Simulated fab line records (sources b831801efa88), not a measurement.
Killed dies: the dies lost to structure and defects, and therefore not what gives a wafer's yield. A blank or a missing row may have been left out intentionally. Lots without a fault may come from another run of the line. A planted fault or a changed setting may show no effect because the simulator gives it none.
Which of the tools did it? | flow sky130 | Sampling: 13 lots, 39 wafers, 5 of 708 route steps

## WHAT THE GAUGES SHOWED, per wafer
SKY_VT_ADJUST_HVTR_OVL_MEAS_08. Usual: for VT_ADJUST_HVTR_OVL the level is -0.5 nm and the standard deviation is 1.5.
lot  | measured     | on         | VT_ADJUST_HVTR_OVL (nm) | flag
L669 | day 10 07:23 | overlay-02 | -1.8 -0.6 -2.0          |
L672 | day 10 07:59 | overlay-01 | -0.2 -1.2 -1.5          |
L671 | day 10 09:53 | overlay-02 | -1.5 -0.8 0.5           |
L673 | day 10 20:46 | overlay-01 | -1.3 -1.2 -1.1          |
L674 | day 11 00:04 | overlay-01 | 1.2 1.3 0.4             |
L677 | day 12 03:05 | overlay-02 | 0.1 -2.5 -1.5           |
L679 | day 12 18:20 | overlay-02 | -1.0 -1.8 -1.7          |
L681 | day 13 05:29 | overlay-01 | -1.7 -0.7 -1.1          |
L682 | day 13 20:23 | overlay-02 | 1.6 1.4 0.8             |
L683 | day 14 09:01 | overlay-01 | -0.8 0.0 -0.8           |
L685 | day 15 00:16 | overlay-02 | -2.6 -3.5 -4.1          |
L684 | day 15 00:43 | overlay-02 | 0.6 -0.2 0.8            |
L687 | day 15 10:23 | overlay-01 | 0.8 -0.2 -0.1           |

SKY_SONOS_TUNNEL_TW_MEAS_12. Usual: for SONOS_TUNNEL_TW the level is 199 and the standard deviation is 3.
lot  | measured     | on            | SONOS_TUNNEL_TW | flag
L669 | day 12 08:17 | film_metro-04 | 201 201 201     |
L672 | day 12 08:35 | film_metro-04 | 201 202 202     |
L671 | day 12 10:20 | film_metro-01 | 194 195 194     |
L673 | day 12 21:26 | film_metro-04 | 201 202 201     |
L674 | day 13 02:11 | film_metro-04 | 200 200 201     |
L677 | day 14 06:18 | film_metro-04 | 202 202 202     |
L679 | day 14 22:57 | film_metro-04 | 201 201 201     |
L681 | day 15 09:44 | film_metro-03 | 198 198 198     |
L682 | day 16 03:32 | film_metro-04 | 203 202 202     |
L683 | day 16 15:13 | film_metro-04 | 202 202 201     |
L685 | day 17 07:14 | film_metro-03 | 201 199 199     |
L684 | day 17 08:47 | film_metro-01 | 195 194 195     |
L687 | day 17 18:59 | film_metro-03 | 199 200 201     |

SKY_SONOS_ONO_THK_MEAS_03. Usual: for SONOS_ONO_CVD_02_THK the level is 10.52 nm and the standard deviation is 0.13.
lot  | measured     | on            | SONOS_ONO_CVD_02_THK (nm) | flag
L669 | day 12 13:50 | film_metro-02 | 10.55 10.51 10.49         |
L672 | day 12 13:50 | film_metro-03 | 10.54 10.47 10.52         |
L671 | day 12 14:53 | film_metro-01 | 10.28 10.26 10.38         |
L673 | day 13 01:32 | film_metro-02 | 10.56 10.39 10.50         |
L674 | day 13 08:19 | film_metro-02 | 10.49 10.47 10.52         |
L677 | day 14 10:50 | film_metro-02 | 10.65 10.76 10.56         |
L679 | day 15 02:13 | film_metro-01 | 10.75 10.70 10.62         |
L681 | day 15 13:52 | film_metro-03 | 10.59 10.58 10.62         |
L682 | day 16 21:41 | film_metro-03 | 10.40 10.59 10.32         |
L683 | day 16 21:41 | film_metro-01 | 10.76 10.50 10.55         |
L685 | day 17 10:32 | film_metro-02 | 8.86 8.84 9.09            | OFF
L684 | day 17 11:35 | film_metro-02 | 8.86 8.72 8.71            | OFF
L687 | day 17 21:31 | film_metro-01 | 8.85 8.79 8.88            | OFF

SKY_SONOS_ONO_THK_MEAS_05. Usual: for SONOS_ONO_CVD_04_THK the level is 5.69 nm and the standard deviation is 0.092.
lot  | measured     | on            | SONOS_ONO_CVD_04_THK (nm) | flag
L669 | day 12 15:09 | film_metro-02 | 5.67 5.70 5.65            |
L672 | day 12 15:08 | film_metro-03 | 5.69 5.65 5.72            |
L671 | day 12 16:23 | film_metro-02 | 5.70 5.69 5.58            |
L673 | day 13 02:50 | film_metro-02 | 5.83 5.85 5.73            |
L674 | day 13 09:38 | film_metro-03 | 5.66 5.74 5.67            |
L677 | day 14 12:09 | film_metro-01 | 5.73 5.75 5.77            |
L679 | day 15 03:32 | film_metro-02 | 5.70 5.63 5.58            |
L681 | day 15 15:10 | film_metro-03 | 5.67 5.71 5.81            |
L682 | day 16 23:00 | film_metro-03 | 5.56 5.51 5.52            |
L683 | day 16 23:00 | film_metro-02 | 5.79 5.80 5.84            |
L685 | day 17 11:50 | film_metro-01 | 5.74 5.80 5.76            |
L684 | day 17 13:06 | film_metro-03 | 5.78 5.60 5.80            |
L687 | day 17 22:50 | film_metro-03 | 5.77 5.75 5.67            |

## EACH LOT AND THE TOOL THAT RAN IT (in order: tool; ch and the chambers of the sampled wafers; start)
lot  | SKY_SONOS_ONO_CVD_02
L669 | lpcvd-02 ch 1, day 12 12:14
L672 | lpcvd-02 ch 0, day 12 12:14
L671 | lpcvd-02 ch 0, day 12 13:49
L673 | lpcvd-02 ch 1, day 13 00:29
L674 | lpcvd-02 ch 0, day 13 07:16
L677 | lpcvd-02 ch 0, day 14 09:47
L679 | lpcvd-02 ch 0, day 15 01:10
L681 | lpcvd-02 ch 1, day 15 12:48
L682 | lpcvd-02 ch 1, day 16 20:38
L683 | lpcvd-02 ch 0, day 16 20:38
L685 | lpcvd-02 ch 1, day 17 09:29
L684 | lpcvd-02 ch 1, day 17 10:32
L687 | lpcvd-02 ch 0, day 17 20:28
- SKY_SONOS_ONO_CVD_02: deposits Si3N4 from DCS/NH3, target thk 10.5 nm, time 180 s.

## AS READ BY THE TOOLS THEMSELVES (means over the sampled wafers that have a number; for cases with no such wafer, the mark the record gives instead)
SKY_SONOS_ONO_CVD_02. Usual: spike_tc_bottom_C 790 C, standard deviation 3.5; spike_tc_centre_C 769.8 C, standard deviation 0.96; spike_tc_lower_C 769.6 C, standard deviation 1; spike_tc_top_C 786.1 C, standard deviation 2.3; spike_tc_upper_C 769.1 C, standard deviation 1.
lot  | tool     | spike_tc_bottom_C (C) | spike_tc_centre_C (C) | spike_tc_lower_C (C) | spike_tc_top_C (C) | spike_tc_upper_C (C) | flag
L669 | lpcvd-02 | 792                   | 770.1                 | 768.9                | 788.0              | 769.4                |
L672 | lpcvd-02 | 784                   | 769.9                 | 769.7                | 781.9              | 769.0                |
L671 | lpcvd-02 | 784                   | 769.2                 | 768.8                | 781.8              | 769.5                |
L673 | lpcvd-02 | 791                   | 769.9                 | 770.3                | 787.1              | 769.5                |
L674 | lpcvd-02 | 784                   | 769.6                 | 768.9                | 783.4              | 769.9                |
L677 | lpcvd-02 | 784                   | 770.0                 | 769.8                | 783.1              | 769.9                |
L679 | lpcvd-02 | 784                   | 769.0                 | 770.0                | 782.4              | 770.3                |
L681 | lpcvd-02 | 791                   | 770.3                 | 768.8                | 788.3              | 768.7                |
L682 | lpcvd-02 | 791                   | 770.2                 | 770.1                | 788.0              | 769.2                |
L683 | lpcvd-02 | 785                   | 769.5                 | 768.9                | 782.8              | 768.1                |
L685 | lpcvd-02 | 783                   | 760.3                 | 761.3                | 777.6              | 760.4                | OFF
L684 | lpcvd-02 | 783                   | 759.8                 | 760.5                | 778.5              | 760.1                | OFF
L687 | lpcvd-02 | 776                   | 760.6                 | 761.0                | 774.4              | 759.1                | OFF

## THE ANSWER, worked out from the rows above alone
Rule: lot off if the mean of its wafers having a number is beyond 3 standard deviations from the usual mean. A lot without any number at a reading at which 4 lots or more have one is off too. The other lots that the step has rows for count as sound. First the gauges in route order, then the tools' own readings, where a lot's mean is used as printed above. At the first step where some lot is off, the reading lying furthest off is the one used; lots without a number count as furthest.
Off: L685, L684, L687, at SKY_SONOS_ONO_THK_MEAS_03 (SONOS_ONO_CVD_02_THK).
A tool fits if, at a process step before that reading, it ran every lot that is off, and no sound lot after the first of them. Not tried: the gauges at SKY_SONOS_ONO_THK_MEAS_03; whatever is off there is also off at SKY_SONOS_ONO_CVD_02, on other tools, and gauge error can't account for it. One candidate fits, namely lpcvd-02 at SKY_SONOS_ONO_CVD_02. A fault onset in the window from L682 (day 16 20:38, its last sound lot) to L685 (day 17 09:29, its first lot off) fits.
The tool's own readings at SKY_SONOS_ONO_CVD_02 bear it out: on the lots that are off they differ by more than 5 times the standard deviation of the sound lots' means. spike_tc_centre_C reads 760.2 C there against 769.8 C on the sound lots; spike_tc_lower_C reads 760.9 C there against 769.4 C on the sound lots; spike_tc_upper_C reads 759.9 C there against 769.4 C on the sound lots.

## WHAT THE SIMULATOR HAD INSERTED
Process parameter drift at SKY_SONOS_ONO_CVD_02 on lpcvd-02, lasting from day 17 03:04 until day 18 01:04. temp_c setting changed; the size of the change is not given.
Shown lots that were struck: L685, L684, L687. The rule above found the same.
